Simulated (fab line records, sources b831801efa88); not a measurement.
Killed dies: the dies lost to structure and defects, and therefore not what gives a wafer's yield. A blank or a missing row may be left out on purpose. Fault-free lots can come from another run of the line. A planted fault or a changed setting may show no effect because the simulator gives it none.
A lot that was struck, set against a sound lot :: flow gf180mcu :: 37 steps out of a route of 602
Sound: the wafers L586.3, L586.4, L586.6. Struck: wafer L600.4 (left out: L600.3, L600.5 of the same lot, which were not struck); the cause appears at the end.
For every step that has rows: the tool of each side, followed by ch and its chambers, followed by its first start. Under that, the readings that differ: sound wafers :: struck wafers :: difference of the means :: sigmas: that difference in standard deviations of wafers without a fault.
alike: readings whose means differ by less than 2 such deviations, and words and numbers that are the same on both sides. not compared: withheld readings, readings that some wafer has no value for, bounds like >300 that may hide the same value, and numbers for which the record gives no deviation and whose values overlap.
Wherever a step has rows on one side only, a row that says differs or no value, or a row with sigmas, the two part there. Numbers that don't overlap but have no deviation are shown without sigmas and don't part them. A reading that every wafer of one side lacks parts them only if that side has two wafers or more.

first, 2 steps without rows for these wafers: GF_M1_PEB_12 (peb time 90 s); GF_M1_DEVELOP_13 (develop time 60 s).
GF_M1_CD_MEAS_14: target cd 230 nm.
  sound on cd-sem-02, day 17 16:37; struck on cd-sem-02, day 22 17:25
  alike: cd-nm
GF_M1_OVL_MEAS_15:
  sound on overlay-01, day 17 16:43; struck on overlay-01, day 22 17:31
  alike: M1_OVL
GF_M1_METAL_ETCH_16: etches the open film in Cl2/BCl3, stops on SiO2, target depth 627.5 nm, time 104.6 s.
  sound on rie-metal-03 ch 0,1, day 17 16:46; struck on rie-metal-04 ch 0, day 22 17:37
reading: drypump-motor-current-A (A)
sound: 5.5 5.0 5.5
struck: 6.2
difference: +0.9
sigmas: +2

reading: oes-product-au (a.u.)
sound: 0.953 0.972 0.963
struck: 0.976
difference: +0.013
sigmas: +2
  alike: he-backside-leak-sccm, throttle-valve-pct
  not compared: rf-hours-counter-h
then, 4 steps without rows for these wafers: GF_M1_STRIP_17 (strips in O2/N2); GF_M1_STRIP_18 (strips in post etch residue remover, time 1200 s); GF_M1_CLEAN_19 (cleans in DIW); GF_V1_CVD_00 (deposits SiO2, target thk 600 nm, time 100 s).
GF_V1_THK_MEAS_01:
  sound on film-metro-01, day 17 17:28; struck on film-metro-02, day 22 18:24
  alike: V1_CVD_00_THK
GF_V1_CVD_02: deposits SiO2 from TEOS, target thk 850 nm, time 94.851 s.
  sound on pecvd-03 ch 0,1,2, day 17 17:31; struck on pecvd-03 ch 2, day 22 18:26
  alike: heater-power-w
GF_V1_THK_MEAS_03:
  sound on film-metro-01, day 17 17:36; struck on film-metro-04, day 22 18:32
  alike: V1_CVD_02_THK
GF_V1_CMP_04: polishes SiO2.
  sound on cmp-01 ch 1,2, day 17 17:38; struck on cmp-01 ch 0, day 22 18:40
reading: time-to-endpoint-s (s)
sound: 71 79 75
struck: 25
difference: -50
sigmas: -10

reading: model.SiO2_of_V1_CVD_02.thk-nm (nm)
sound: 631.6 631.9 630.7
struck: 791.1
difference: +159.7
sigmas: 
  alike: motor-current-A, platen-rpm
GF_V1_BOW_MEAS_05:
  sound on film-metro-02, day 17 17:59; struck on film-metro-04, day 22 18:55
  alike: V1_BOW
then, 8 steps without rows for these wafers: GF_V1_DEHYDRATE_06 (time 60 s); GF_V1_HMDS_07 (prime time 60 s); GF_V1_COAT_08; GF_V1_COAT_09 (resist thk 1000 nm); GF_V1_SOFTBAKE_10 (time 60 s); GF_V1_EXPOSE_11 (exposes mask Via1, target cd 260 nm); GF_V1_PEB_12 (peb time 90 s); GF_V1_DEVELOP_13 (develop time 60 s).
GF_V1_CD_MEAS_14: target cd 260 nm.
  sound on cd-sem-01, day 18 18:03; struck on cd-sem-02, day 23 17:07
  alike: cd-nm
GF_V1_OVL_MEAS_15:
  sound on overlay-02, day 18 18:09; struck on overlay-01, day 23 17:13
  alike: V1_OVL
then, 1 step without rows for these wafers: GF_V1_ETCH_16 (etches BARC in N2/H2).
GF_V1_ETCH_17: etches SiO2 in C4F8/O2/Ar, stops on TiN, target depth 630 nm.
  sound on rie-diel-04 ch 0,1,3; struck on rie-diel-04 ch 2
reading: oes-product-au (a.u.)
sound: 0.862 0.857 0.857
struck: 0.976
difference: +0.117
sigmas: +25

reading: model.V1.feature-depth-nm (nm)
sound: 631.6 631.9 630.7
struck: 791.1
difference: +159.7
sigmas: 

reading: model.etch.depth-nm (nm)
sound: 631.6 631.9 630.7
struck: 791.1
difference: +159.7
sigmas: 
then, 3 steps without rows for these wafers: GF_V1_STRIP_18 (strips in O2/N2); GF_V1_STRIP_19 (strips in post etch residue remover, time 1200 s); GF_V1_CLEAN_20 (cleans in DIW).
GF_V1_SPUTTER_21: material Ti, target thk 15 nm, time 80.02 s.
  sound on pvd-sputter-02, day 18 18:50; struck on pvd-sputter-03, day 23 17:59
  alike: throttle-valve-pct
then, 1 step without rows for these wafers: GF_V1_SPUTTER_22 (material TiN, target thk 10 nm, time 40 s).
GF_V1_CVD_23: deposits W, target thk 350 nm, time 105.05 s.
  sound on cvd-w-02 ch 0,1, day 18 18:58; struck on cvd-w-01 ch 0, day 23 18:10
  alike: heater-power-w
GF_V1_RS_MEAS_24: measurement is done with a four-point probe.
  sound on film-metro-04, day 18 19:05; struck on film-metro-04, day 23 18:22
  alike: V1_W_RS
GF_V1_THK_MEAS_25: measures by xrf.
  sound on film-metro-04, day 18 19:11; struck on film-metro-04, day 23 18:28
  alike: V1_W_THK
GF_V1_CMP_26: polishes, stops on SiO2, t overpolish 15 s, target thk 0 nm.
  sound on cmp-02 ch 2,3, day 18 19:13; struck on cmp-01 ch 1, day 23 18:30
reading: model.SiO2_of_V1_CVD_02.thk-nm (nm)
sound: 627.8 628.1 626.9
struck: 787.3
difference: +159.7
sigmas: 
  alike: motor-current-A, platen-rpm
GF_M2_SPUTTER_00: material Ti, target thk 37.5 nm, time 150 s.
  sound on pvd-sputter-03, day 18 19:31; struck on pvd-sputter-03, day 23 18:48
  alike: throttle-valve-pct
-- the record jumps here: 10 days lie between the struck wafers' starts before and after (it left off in module M2 and takes up again in module PASSIVATION, whose first step shown is number 602 of the route) --
GF_PASSIVATION_PROBE_99:
  sound on prober-02, day 29 13:44; struck on prober-02, day 33 09:02
reading: model.etest.via1-chain.rc-ohm
sound: 6.559 6.512 6.495
struck: 8.152
difference: +1.630
sigmas: 

reading: model.etest.met2-comb.leak-log10-a-um
sound: -12.02 -11.87 -11.98
struck: -11.4
difference: +0.6
sigmas: 

## WHERE THEY PART
First at GF_M1_METAL_ETCH_16; last, within this record, at GF_V1_ETCH_17. Later steps at which nothing parts them and some readings are alike: GF_V1_SPUTTER_21, GF_V1_CVD_23, GF_V1_RS_MEAS_24, GF_V1_THK_MEAS_25, GF_V1_CMP_26, GF_M2_SPUTTER_00.

WHY: what had been put in by the simulator
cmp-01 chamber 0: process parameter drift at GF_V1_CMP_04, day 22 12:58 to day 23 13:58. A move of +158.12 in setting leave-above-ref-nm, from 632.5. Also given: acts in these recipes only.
